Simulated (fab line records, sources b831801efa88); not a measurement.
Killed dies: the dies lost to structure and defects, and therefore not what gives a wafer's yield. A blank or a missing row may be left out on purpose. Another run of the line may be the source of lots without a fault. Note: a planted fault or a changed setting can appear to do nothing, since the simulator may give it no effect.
Which tool was responsible?    flow sky130    13 lots with 39 wafers sampled at 5 steps, on a route of 708 steps

## WHAT EACH GAUGE READ, for each wafer
SKY_SONOS_TUNNEL_OVL_MEAS_08.
lot   measured      on          SONOS_TUNNEL_OVL (nm)
L971  day 11 15:34  overlay-01  -0.8 -0.3 1.8
L974  day 12 08:11  overlay-02  3.6 3.2 2.5
L976  day 13 01:00  overlay-02  -1.2 -1.0 0.1
L977  day 13 10:59  overlay-02  -1.6 -2.0 -0.9
L978  day 13 14:46  overlay-01  -0.2 -2.0 2.1
L980  day 14 06:14  overlay-02  0.9 0.5 -0.7
L982  day 14 19:32  overlay-01  -0.8 -0.8 -2.5
L983  day 15 08:08  overlay-01  -0.1 -0.2 0.6
L990  day 17 12:44  overlay-01  -0.4 -2.4 -3.1
L989  day 17 14:17  overlay-02  -0.4 -0.7 -0.3
L991  day 18 00:02  overlay-01  0.5 0.8 1.9
L992  day 18 15:02  overlay-02  1.8 0.1 1.8
L993  day 19 05:08  overlay-02  -0.5 1.1 0.6

SKY_LDD_HVN_TW_MEAS_10.
lot   measured      on             LDD_HVN_TW
L971  day 21 02:10  film metro-02  1457 1461 1467
L974  day 21 17:55  film metro-01  1458 1445 1451
L976  day 22 10:13  film metro-03  1437 1434 1430
L977  day 22 21:10  film metro-01  1459 1468 1453
L978  day 23 02:02  film metro-02  1465 1456 1470
L980  day 23 19:10  film metro-03  1438 1438 1441
L982  day 24 12:39  film metro-01  1444 1446 1452
L983  day 24 19:37  film metro-02  1461 1471 1463
L990  day 26 23:27  film metro-01  1532 1529 1525
L989  day 27 01:55  film metro-03  1508 1503 1508
L991  day 27 10:00  film metro-02  1472 1456 1463
L992  day 28 03:45  film metro-01  1453 1449 1448
L993  day 28 12:03  film metro-01  1460 1454 1454

SKY_POLY_CUT_OVL_MEAS_09.
lot   measured      on          POLY_CUT_OVL (nm)
L971  day 25 01:35  overlay-02  5 3 11
L974  day 25 15:19  overlay-02  -11 -4 -8
L976  day 26 07:13  overlay-01  -7 -7 -12
L977  day 26 17:14  overlay-02  -13 -2 -16
L978  day 26 20:49  overlay-01  -2 -4 -2
L980  day 27 14:38  overlay-01  -16 -13 -18
L982  day 28 07:29  overlay-02  -2 1 0
L983  day 28 14:32  overlay-02  -9 -13 -9
L990  day 30 14:01  overlay-02  -7 -5 -2
L989  day 30 18:11  overlay-01  -8 -12 -14
L991  day 31 00:54  overlay-02  -3 -1 -5
L992  day 31 16:20  overlay-02  -4 -2 -3
L993  day 32 01:19  overlay-01  -5 -4 -3

## EACH LOT AND THE TOOL THAT RAN IT (in order: tool; ch and the chambers of the sampled wafers; start)
lot   SKY_VT_ADJUST_PCH_STRIP_09            SKY_LDD_HVN_IMPLANT_08
L971  plasma asher-02 ch 0,1, day 10 15:55  implanter-01 ch 0, day 21 01:56
L974  plasma asher-03 ch 0,1, day 11 08:13  implanter-04 ch 0, day 21 17:40
L976  plasma asher-02 ch 0,1, day 12 00:52  implanter-04 ch 0, day 22 09:59
L977  plasma asher-03 ch 0, day 12 10:52    implanter-04 ch 0, day 22 20:55
L978  plasma asher-04 ch 0,1, day 12 14:20  implanter-02 ch 0, day 23 01:50
L980  plasma asher-02 ch 0,1, day 13 05:52  implanter-02 ch 0, day 23 18:55
L982  plasma asher-03 ch 0,1, day 13 17:46  implanter-04 ch 0, day 24 12:24
L983  plasma asher-04 ch 0,1, day 14 05:25  implanter-02 ch 0, day 24 19:22
L990  plasma asher-03 ch 0,1, day 16 07:42  implanter-02 ch 0, day 26 23:12
L989  plasma asher-04 ch 0,1, day 16 08:57  implanter-02 ch 0, day 27 01:40
L991  plasma asher-04 ch 0,1, day 16 19:48  implanter-01 ch 0, day 27 09:45
L992  plasma asher-04 ch 0,1, day 17 08:11  implanter-04 ch 0, day 28 03:30
L993  plasma asher-03 ch 0,1, day 17 22:13  implanter-01 ch 0, day 28 11:48
- SKY_VT_ADJUST_PCH_STRIP_09: strips in O2/N2.
- SKY_LDD_HVN_IMPLANT_08

## AS READ BY THE TOOLS THEMSELVES (means over the sampled wafers that have a number; for cases with no such wafer, the mark the record gives instead)
SKY_VT_ADJUST_PCH_STRIP_09.
lot   tool             drypump motor current A (A)  oes product au (a.u.)  strip time to endpoint s (s)
L971  plasma asher-02  5.68                         0.722                  36.98
L974  plasma asher-03  5.56                         0.721                  36.92
L976  plasma asher-02  5.79                         0.724                  37.02
L977  plasma asher-03  5.87                         0.721                  36.87
L978  plasma asher-04  5.79                         0.721                  36.83
L980  plasma asher-02  5.70                         0.725                  36.83
L982  plasma asher-03  5.69                         0.724                  36.92
L983  plasma asher-04  5.82                         0.717                  36.78
L990  plasma asher-03  5.56                         0.723                  36.92
L989  plasma asher-04  5.78                         0.717                  36.89
L991  plasma asher-04  5.81                         0.725                  36.94
L992  plasma asher-04  5.78                         0.719                  36.99
L993  plasma asher-03  5.68                         0.721                  37.01

SKY_LDD_HVN_IMPLANT_08.
lot   tool          beam energy keV
L971  implanter-01  59.994
L974  implanter-04  60.003
L976  implanter-04  59.994
L977  implanter-04  60.007
L978  implanter-02  59.982
L980  implanter-02  59.982
L982  implanter-04  60.002
L983  implanter-02  60.001
L990  implanter-02  73.833
L989  implanter-02  73.826
L991  implanter-01  59.977
L992  implanter-04  60.017
L993  implanter-01  59.999

## THE ANSWER, worked out from the rows above alone
Rule: what is usual is taken from the lots themselves. The widest of any qualifying gaps counts: lots, ordered by their means at a reading, are off when they make up no more than a third of the lots, leave a main group of 4 or more, and stand apart from it by 3 or more times the standard deviation of that group's means. The tables above print the reading to a certain number of digits; a main group whose means all agree to those digits is not used. Also off: a lot with no number at a reading for which 4 or more lots have one. All remaining lots with rows at the step are treated as sound. Order of review: gauges by route order, followed by the tools' own readings, for which a lot's mean as printed above is used. The first step at which some lot is off is used, and at that step the reading that is off furthest; a lot without a number counts as furthest.
Off: at SKY_LDD_HVN_TW_MEAS_10 (LDD_HVN_TW), L990, L989. The main group has a mean of 1454 with a standard deviation of 10.
A tool fits if, at a process step before that reading, it ran every lot that is off, and no sound lot after the first of them. The gauges at SKY_LDD_HVN_TW_MEAS_10 aren't tried: what is off there is off at SKY_LDD_HVN_IMPLANT_08 too, on other tools, and a gauge's error can't cause that. One fits: implanter-02 at SKY_LDD_HVN_IMPLANT_08. Its last sound lot is L983 (day 24 19:22), its first lot that is off L990 (day 26 23:12): a fault that began between those two fits.
The tool's own readings at SKY_LDD_HVN_IMPLANT_08 bear it out: on the lots that are off they differ by more than 5 times the standard deviation of the sound lots' means. beam energy keV reads 73.829 there against 59.996 on the sound lots.

## WHAT HAD BEEN PUT IN BY THE SIMULATOR
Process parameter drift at SKY_LDD_HVN_IMPLANT_08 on implanter-02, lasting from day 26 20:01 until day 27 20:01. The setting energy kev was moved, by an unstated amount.
Struck lots among those shown: L990, L989. The rule above reached the same finding.
